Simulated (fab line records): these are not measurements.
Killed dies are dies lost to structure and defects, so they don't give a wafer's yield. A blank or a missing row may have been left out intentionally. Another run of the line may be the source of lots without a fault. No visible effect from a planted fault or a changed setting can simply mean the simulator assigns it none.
Which tool did it? + flow gf180mcu + 14 lots, 41 wafers sampled, at 5 steps of a route of 602

## WHAT EACH GAUGE READ, for each wafer
GF_DUAL_GATE_OVL_MEAS_11.
| lot  | measured     | on         | DUAL_GATE_OVL (nm) |
|------|--------------|------------|--------------------|
| L479 | day 8 09:58  | overlay-02 | 1.1 0.9 0.2        |
| L480 | day 8 11:56  | overlay-01 | -0.6 -0.6 -1.3     |
| L482 | day 9 03:34  | overlay-01 | 0.1 -1.2 0.8       |
| L483 | day 9 13:34  | overlay-02 | 0.0 -0.9 1.1       |
| L484 | day 9 18:25  | overlay-02 | -3.6 -1.2 -1.6     |
| L485 | day 10 01:52 | overlay-01 | 0.3 0.9 0.2        |
| L486 | day 10 05:38 | overlay-02 | -3.1 -2.2 -1.7     |
| L487 | day 10 12:54 | overlay-01 | 2.0 2.5 2.0        |
| L488 | day 11 03:44 | overlay-02 | -0.2 -1.3 -1.4     |
| L491 | day 12 07:37 | overlay-01 | 3.3 3.2 1.7        |
| L497 | day 13 16:52 | overlay-02 | 3.1 -0.7           |
| L498 | day 13 21:41 | overlay-02 | 1.0 0.6 1.2        |
| L499 | day 14 02:42 | overlay-02 | -0.4 -0.8 -1.0     |
| L502 | day 15 06:22 | overlay-01 | 0.0 -0.2 1.4       |

GF_HV_LDD_CD_MEAS_07 targets a cd of 400 nm.
| lot  | measured     | on        | cd_nm (nm)        |
|------|--------------|-----------|-------------------|
| L479 | day 10 02:22 | cd_sem-01 | 400.1 397.6 399.7 |
| L480 | day 10 07:11 | cd_sem-02 | 401.4 401.3 402.8 |
| L482 | day 10 21:11 | cd_sem-02 | 398.6 399.6 398.0 |
| L483 | day 11 08:04 | cd_sem-01 | 398.7 398.8 400.6 |
| L484 | day 11 14:39 | cd_sem-02 | 397.8 399.5 396.4 |
| L485 | day 11 20:14 | cd_sem-02 | 406.1 404.3 406.1 |
| L486 | day 11 23:34 | cd_sem-01 | 400.3 402.5 400.7 |
| L487 | day 12 08:13 | cd_sem-01 | 400.8 402.2 402.1 |
| L488 | day 13 01:10 | cd_sem-02 | 406.9 401.8 404.1 |
| L491 | day 14 06:00 | cd_sem-02 | 400.5 399.6 399.6 |
| L497 | day 15 19:00 | cd_sem-01 | 401.1 401.7       |
| L498 | day 16 01:24 | cd_sem-01 | 398.9 399.4 402.8 |
| L499 | day 16 04:08 | cd_sem-02 | 399.6 399.7 399.0 |
| L502 | day 17 07:57 | cd_sem-02 | 400.0 400.2 400.8 |

GF_SAB_THK_MEAS_01.
| lot  | measured     | on            | SAB_CVD_00_THK (nm) |
|------|--------------|---------------|---------------------|
| L479 | day 14 09:04 | film_metro-02 | 49.8 49.6 51.1      |
| L480 | day 14 14:58 | film_metro-02 | 49.7 49.5 49.7      |
| L482 | day 15 06:14 | film_metro-01 | 49.4 49.6 49.9      |
| L483 | day 15 18:40 | film_metro-02 | 50.4 49.6 50.4      |
| L484 | day 16 04:46 | film_metro-03 | 50.0 50.5 50.5      |
| L485 | day 16 09:25 | film_metro-01 | 49.1 49.0 50.0      |
| L486 | day 16 14:50 | film_metro-02 | 51.2 50.9 50.4      |
| L487 | day 16 22:41 | film_metro-02 | 49.0 50.0 50.0      |
| L488 | day 17 17:50 | film_metro-02 | 49.4 50.7 49.8      |
| L491 | day 19 04:22 | film_metro-02 | 49.4 50.0 50.6      |
| L497 | day 20 21:35 | film_metro-02 | 46.0 51.1           |
| L498 | day 21 04:18 | film_metro-02 | 50.3 46.0 50.6      |
| L499 | day 21 13:10 | film_metro-01 | 49.7 46.2 50.6      |
| L502 | day 22 15:11 | film_metro-02 | 50.5 49.0 49.4      |

GF_SALICIDE_THK_MEAS_05: measures by xrf.
| lot  | measured     | on            | SALICIDE_TIN_THK (nm) |
|------|--------------|---------------|-----------------------|
| L479 | day 15 07:22 | film_metro-03 | 20.48 20.54 20.57     |
| L480 | day 15 13:06 | film_metro-03 | 20.37 20.76 20.45     |
| L482 | day 16 04:13 | film_metro-03 | 20.18 20.11 19.95     |
| L483 | day 16 17:33 | film_metro-03 | 20.93 20.57 20.55     |
| L484 | day 17 04:02 | film_metro-04 | 20.12 20.26 20.44     |
| L485 | day 17 08:51 | film_metro-03 | 20.53 20.39 20.44     |
| L486 | day 17 14:31 | film_metro-03 | 20.59 20.85 20.29     |
| L487 | day 17 22:45 | film_metro-04 | 20.23 20.04 20.31     |
| L488 | day 18 17:46 | film_metro-02 | 20.05 19.90 20.16     |
| L491 | day 20 05:16 | film_metro-03 | 20.54 20.72 20.60     |
| L497 | day 21 21:37 | film_metro-02 | 20.34 20.46           |
| L498 | day 22 04:22 | film_metro-03 | 20.11 20.31 20.37     |
| L499 | day 22 13:24 | film_metro-03 | 20.87 20.84 20.58     |
| L502 | day 23 14:46 | film_metro-04 | 20.24 19.88 20.10     |

## TOOL THAT RAN EACH LOT (tool first, then ch and the chambers of the sampled wafers, then the start)
| lot  | GF_SAB_CVD_00                   |
|------|---------------------------------|
| L479 | pecvd-04 ch 0,1,2, day 14 09:02 |
| L480 | pecvd-04 ch 0,1,2, day 14 14:57 |
| L482 | pecvd-01 ch 0,2, day 15 06:13   |
| L483 | pecvd-01 ch 0,1,2, day 15 18:38 |
| L484 | pecvd-01 ch 0,1,2, day 16 04:42 |
| L485 | pecvd-04 ch 1,2, day 16 09:23   |
| L486 | pecvd-01 ch 0,1,2, day 16 14:48 |
| L487 | pecvd-01 ch 0,2, day 16 22:40   |
| L488 | pecvd-01 ch 0,1,2, day 17 17:49 |
| L491 | pecvd-01 ch 0,1, day 19 04:20   |
| L497 | pecvd-04 ch 0, day 20 21:32     |
| L498 | pecvd-04 ch 0,1,2, day 21 04:16 |
| L499 | pecvd-04 ch 1,2, day 21 13:08   |
| L502 | pecvd-02 ch 0,1,2, day 22 15:10 |
- GF_SAB_CVD_00: deposits SiO2 from TEOS, target thk 50 nm, time 4.9302 s.

## WHAT THE TOOLS THEMSELVES READ (means of the sampled wafers that have a number; where no wafer has one, the mark that the record gives instead)
GF_SAB_CVD_00.
| lot  | tool     | heater_power_w (W) |
|------|----------|--------------------|
| L479 | pecvd-04 | 631                |
| L480 | pecvd-04 | 637                |
| L482 | pecvd-01 | 663                |
| L483 | pecvd-01 | 515                |
| L484 | pecvd-01 | 613                |
| L485 | pecvd-04 | 641                |
| L486 | pecvd-01 | 610                |
| L487 | pecvd-01 | 640                |
| L488 | pecvd-01 | 619                |
| L491 | pecvd-01 | 524                |
| L497 | pecvd-04 | 739                |
| L498 | pecvd-04 | 609                |
| L499 | pecvd-04 | 549                |
| L502 | pecvd-02 | 633                |

## THE ANSWER, worked out from the rows above alone
Rule: what is usual is taken from the lots themselves. Put in order of their means at a reading, lots are off if they are a third of the lots or fewer, leave a main group of 4 or more, and stand apart from it by a gap of 3 or more times the standard deviation of the main group's means; of several such gaps the widest counts. The tables above print the reading to a certain number of digits; a main group whose means all agree to those digits is not used. Also off: a lot with no number at a reading for which 4 or more lots have one. All remaining lots with rows at the step are treated as sound. The gauges are gone through in route order, then the tools' own readings, and for those a lot's mean is taken as printed above. The first step at which some lot is off is used, and at that step the reading that is off furthest; a lot without a number counts as furthest.
Nothing can be told from this: no lot is off at any reading shown.

## WHAT WAS PUT IN BY THE SIMULATOR
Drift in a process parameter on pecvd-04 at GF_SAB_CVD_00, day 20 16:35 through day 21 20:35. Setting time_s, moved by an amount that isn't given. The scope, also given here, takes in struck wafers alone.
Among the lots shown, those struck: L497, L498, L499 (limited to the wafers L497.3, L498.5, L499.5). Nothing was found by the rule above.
